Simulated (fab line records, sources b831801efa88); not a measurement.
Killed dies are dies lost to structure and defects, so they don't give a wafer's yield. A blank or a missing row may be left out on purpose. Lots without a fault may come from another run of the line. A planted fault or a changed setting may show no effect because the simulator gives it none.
Problem report in the 8D (eight disciplines) form, filled by code | flow gf180mcu | the parts of the form that need people (team, actions taken, sign-off) are left out

1. THE PROBLEM
strip_time_to_endpoint_s at GF_STI_STRIP_15 reads a mean of 2.70 s on 4 wafers of 3 lots; wafers without a fault read 3.75 s with a standard deviation of 0.043. That is -25 standard deviations from the usual mean.
The step: strips in O2/N2.
First seen on wafer L611.4, day 2 17:45, on plasma_asher-04. The record holds 38 wafers of 13 lots with a number at this step. Rule for "out", or "out of limits": more than 4 standard deviations from the usual mean. The other wafers with a number count as sound.

2. WHAT IT IS AND WHAT IT IS NOT
question                    | is                                       | is not
which readings at this step | strip_time_to_endpoint_s, oes_product_au | drypump_motor_current_A, heater_power_w
which lots                  | L611, L612, L618                         | L608, L609, L610, L621, L624, L625, L627, L629, L630, L631
which wafers of those lots  | L611.4, L612.2, L612.4, L618.4           | L611.1, L611.6, L612.3, L618.3
read on which tools         | plasma_asher-02, plasma_asher-04         | plasma_asher-03
when                        | from day 2 17:45                         | up to then (11 sound wafers); but 23 sound wafers of L612, L618, L621, L624, L625, L627, L629, L630, L631 came after

3. SUSPECTS, AND WHAT RULES EACH OUT
Counting: a tool at a process step up to the reading stays a suspect if it ran every lot that is out. Sound lots after the first of them don't rule it out here, since some wafers of a struck lot are sound.
- rie_diel-03 at GF_STI_ETCH_13 (etches the open film in CHF3/O2, stops on Si, target depth 282.31 nm, time 112.9 s): kept. It ran every lot that is out, first L611 (day 2 17:36); its last sound lot up to then is L610 (day 2 13:50).
Left after counting: rie_diel-03 at GF_STI_ETCH_13.

4. THE CAUSE (what the simulator had put in)
Process parameter drift: rie_diel-03, from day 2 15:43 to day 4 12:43, at GF_STI_ETCH_13. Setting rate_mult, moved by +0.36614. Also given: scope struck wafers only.
Counting left only this tool.

5. THE CHAIN OF EFFECTS, in route order
Each row: a reading whose mean over the struck wafers that have a number lies more than 3 standard deviations from the usual. Only readings for which the record gives a usual standard deviation are gone through. hours: the time from each lot's start at the first step in this table that gives one to its start at this step, as a median over the lots. sigmas: the change in usual standard deviations.
hours | step            | reading                  | usual      | on struck wafers | change | sigmas
0     | GF_STI_STRIP_15 | oes_product_au           | 0.385 a.u. | 0.346            | -0.039 | -8.0
0     | GF_STI_STRIP_15 | strip_time_to_endpoint_s | 3.75 s     | 2.70             | -1.05  | -25
The process steps in it:
- GF_STI_STRIP_15: strips in O2/N2.
Later measuring or inspecting steps at which every struck wafer that the step has a row for has a number for every such reading, and none has moved that far: GF_NWELL_OVL_MEAS_07, GF_NWELL_TW_MEAS_11.

6. WHAT WOULD HAVE CAUGHT IT SOONER
In this record the first reading out of limits was taken at day 2 17:45, 2 hours after the fault began at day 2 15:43.
Of the tool readings at GF_STI_ETCH_13 for which the record gives a usual standard deviation, none was out on any struck wafer, so an alarm limit of 4 standard deviations on them would not have fired.
Of the lots that are out (3), L612, L618 began GF_STI_ETCH_13 on rie_diel-03 after day 2 17:45. A hold on the tool at that time would have spared those 2.
